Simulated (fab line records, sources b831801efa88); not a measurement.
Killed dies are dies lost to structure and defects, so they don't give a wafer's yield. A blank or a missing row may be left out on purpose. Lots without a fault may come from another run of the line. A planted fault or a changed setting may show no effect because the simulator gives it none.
A struck lot beside a sound one | flow gf180mcu | 20 steps out of a route of 602
Sound: wafers L772.1, L772.3, L772.4. Struck: wafers L783.1, L783.3, L783.6. The cause comes at the end.
At each step with rows: each side's tool, then ch and its chambers, then its first start. Under that, the readings that differ: sound wafers | struck wafers | difference of the means | sigmas: that difference in standard deviations of wafers without a fault.
alike: readings whose means differ by less than 2 such deviations, and words and numbers that are the same on both sides. not compared: withheld readings, readings that some wafer has no value for, bounds like >300 that may hide the same value, and numbers for which the record gives no deviation and whose values overlap.
The two part at a step that has a row with sigmas, a row that says differs or no value, or rows on one side only. Numbers that don't overlap but have no deviation are shown without sigmas and don't part them. A reading that every wafer of one side lacks parts them only if that side has two wafers or more.

GF_PSD_STRIP_10: strips in O2/N2.
  sound on plasma_asher-02 ch 0,1, day 15 06:49; struck on plasma_asher-03 ch 0,1, day 19 04:11
  alike: chamber_pressure_mTorr, drypump_motor_current_A, heater_power_w, oes_product_au, strip_time_to_endpoint_s
  not compared: rf_hours_counter_h
GF_PSD_TW_MEAS_11:
  sound on film_metro-04, day 15 06:55; struck on film_metro-04, day 19 04:17
  alike: PSD_TW
then, 1 step without rows for these wafers: GF_PSD_CLEAN_12 (cleans in SC1/SC2, time 150 s).
GF_PSD_RTA_13: time 20 s.
  sound on rtp_anneal-01 ch 0, day 15 07:01; struck on rtp_anneal-01 ch 0, day 19 04:24
  alike: lamp_power_pct, wafer_temp_C_max
GF_PSD_RS_MEAS_14: measures by four-point-probe.
  sound on film_metro-01, day 15 07:06; struck on film_metro-04, day 19 04:29
  alike: NSD_RS
GF_PSD_RS_MEAS_15: measures by four-point-probe.
  sound on film_metro-01, day 15 07:13; struck on film_metro-04, day 19 04:37
  alike: PSD_RS
GF_SAB_CVD_00: deposits SiO2 from TEOS, target thk 50 nm, time 4.9302 s.
  sound on pecvd-04 ch 1,2, day 15 07:20; struck on pecvd-02 ch 0,1, day 19 04:44
  alike: heater_power_w, rf_fwd_power_W, susceptor_temp_C
GF_SAB_THK_MEAS_01:
  sound on film_metro-01, day 15 07:22; struck on film_metro-03, day 19 04:45
  alike: SAB_CVD_00_THK
then, 4 steps without rows for these wafers: GF_SAB_DEHYDRATE_02 (time 60 s); GF_SAB_HMDS_03 (prime time 60 s); GF_SAB_COAT_04 (resist thk 1000 nm); GF_SAB_SOFTBAKE_05 (time 60 s).
GF_SAB_EXPOSE_06: exposes mask SAB, target cd 420 nm.
  sound on iline_stepper-02 ch 0, day 15 18:42; struck on iline_stepper-01 ch 0, day 19 17:05
  reading              | sound                | struck               | difference | sigmas
  exposure_dose_mJ_cm2 | 139.73 140.05 140.08 | 107.34 107.26 107.38 | -32.63     | -99 or more
  alike: mask
then, 2 steps without rows for these wafers: GF_SAB_PEB_07; GF_SAB_DEVELOP_08 (develop time 60 s).
GF_SAB_CD_MEAS_09: target cd 420 nm.
  sound on cd_sem-02, day 16 05:29; struck on cd_sem-01, day 20 04:41
  reading    | sound             | struck            | difference | sigmas
  cd_nm (nm) | 415.5 415.0 414.1 | 497.8 494.0 494.3 | +80.5      | +31
GF_SAB_OVL_MEAS_10:
  sound on overlay-01, day 16 05:37; struck on overlay-01, day 20 04:49
  alike: SAB_OVL
GF_SAB_ETCH_11: etches SiO2 in C4F8/O2/Ar, target depth 55 nm, time 8.5 s.
  sound on rie_diel-03 ch 0,1,2, day 16 05:39; struck on rie_diel-02 ch 1,3, day 20 04:50
  reading              | sound             | struck            | difference | sigmas
  rf_fwd_power_W (W)   | 1464 1466 1456    | 1460 1487 1489    | +17        | +2
  model.SAB.cd_nm (nm) | 415.7 414.5 413.9 | 497.9 493.7 494.6 | +80.7      |
  alike: chamber_pressure_mTorr, oes_product_au
  not compared: rf_hours_counter_h
then, 1 step without rows for these wafers: GF_SAB_WET_ETCH_12 (etches SiO2 in dHF, target depth 22 nm, time 440 s).
-- the record jumps here: 13 days lie between the struck wafers' starts before and after (it left off in module SAB and takes up again in module PASSIVATION, whose first step shown is number 602 of the route) --
GF_PASSIVATION_PROBE_99:
  the record has rows for the struck wafers here (prober-01, day 33 01:10) and none for the sound ones

WHERE THEY PART
First at GF_SAB_EXPOSE_06; last, within this record, at GF_PASSIVATION_PROBE_99.

WHY: what the simulator had put in
Process parameter drift: iline_stepper-01, from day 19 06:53 on, at GF_SAB_EXPOSE_06. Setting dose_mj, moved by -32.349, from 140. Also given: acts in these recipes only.
